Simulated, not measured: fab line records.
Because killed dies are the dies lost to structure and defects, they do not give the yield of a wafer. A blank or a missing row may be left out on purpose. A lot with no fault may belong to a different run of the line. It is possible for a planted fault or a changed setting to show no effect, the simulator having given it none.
Problem report in the 8D (eight disciplines) form, filled by code    flow sky130    the parts of the form that need people (team, actions taken, sign-off) are left out

== 1. THE ISSUE ==
Wafers without a fault read 4.06 s, standard deviation 0.03; strip_time_to_endpoint_s at SKY_VIA2_STRIP_16 reads a mean of 3.68 s on 6 wafers belonging to 2 lots. That is -13 standard deviations from the usual mean.
The step: strips in O2/N2.
Seen first at day 38 05:17 on plasma_asher-02, wafer L738.1. The record holds 33 wafers of 11 lots with a number at this step. Rule for "out", or "out of limits": more than 4 standard deviations from the usual mean. All remaining wafers that have a number are taken as sound.

== 2. WHAT IT IS AND WHAT IT IS NOT ==
question                     is                                is not
which readings at this step  strip_time_to_endpoint_s          drypump_motor_current_A
which lots                   L738, L740                        L736, L737, L739, L746, L748, L751, L752, L753, L754
which wafers of those lots   all that have a number            -
read on which tools          plasma_asher-02, plasma_asher-04  plasma_asher-03
when                         from day 38 05:17                 up to then (6 sound wafers); but 21 sound wafers of L739, L746, L748, L751, L752, L753, L754 came after

== 3. SUSPECTS, AND WHAT RULES EACH OUT ==
Counting: a tool stays on the suspect list if, at a process step up to the reading, it processed all lots that are out and no sound lot following the first of them.
- rie_metal-03 at SKY_METAL1_DESCUM_17 (chemistry O2, time 8 s): ruled out as a lasting fault. Following L738 (day 34 19:47), the first lot on it that is out, the sound lots L752, L751 were run on it.
- rie_diel-02 at SKY_VIA2_ETCH_15 (etches SiO2 in C4F8/O2/Ar, stops on TiN, target depth 546 nm, time 84 s): ruled out as a lasting fault. Following L738 (day 38 05:13), the first lot on it that is out, the sound lots L753 were run on it.
Left after counting: nothing in the record.

== 4. THE CAUSE (what the simulator had put in) ==
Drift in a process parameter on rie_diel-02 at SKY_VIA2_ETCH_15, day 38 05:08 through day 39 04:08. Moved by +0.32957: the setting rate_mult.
The count ruled it out by mistake, since the rule takes a fault to strike every lot its tool runs from the start of the fault on, and this one did not do so.

== 5. SEQUENCE OF EFFECTS, ordered by route ==
Each row: a reading where the mean over the struck wafers with a number is more than 3 standard deviations away from the usual. Only readings for which the record gives a usual standard deviation are gone through. hours: the time from each lot's start at the first step in this table that gives one to its start at this step, as a median over the lots. sigmas: the change in usual standard deviations.
hours  step               reading                   usual       on struck wafers  change  sigmas
0      SKY_VIA2_STRIP_16  oes_product_au            0.399 a.u.  0.383             -0.016  -3.3
0      SKY_VIA2_STRIP_16  strip_time_to_endpoint_s  4.06 s      3.68              -0.38   -13
Here are the process steps it includes:
- SKY_VIA2_STRIP_16: strips in O2/N2.

== 6. HOW IT WOULD HAVE BEEN CAUGHT EARLIER ==
The fault began at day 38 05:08; the first out-of-limits reading in this record came at day 38 05:17, 0 hours later.
No tool reading at SKY_VIA2_ETCH_15 that has a usual standard deviation in the record was out on any struck wafer, so an alarm limit of 4 standard deviations on those readings would not have fired.
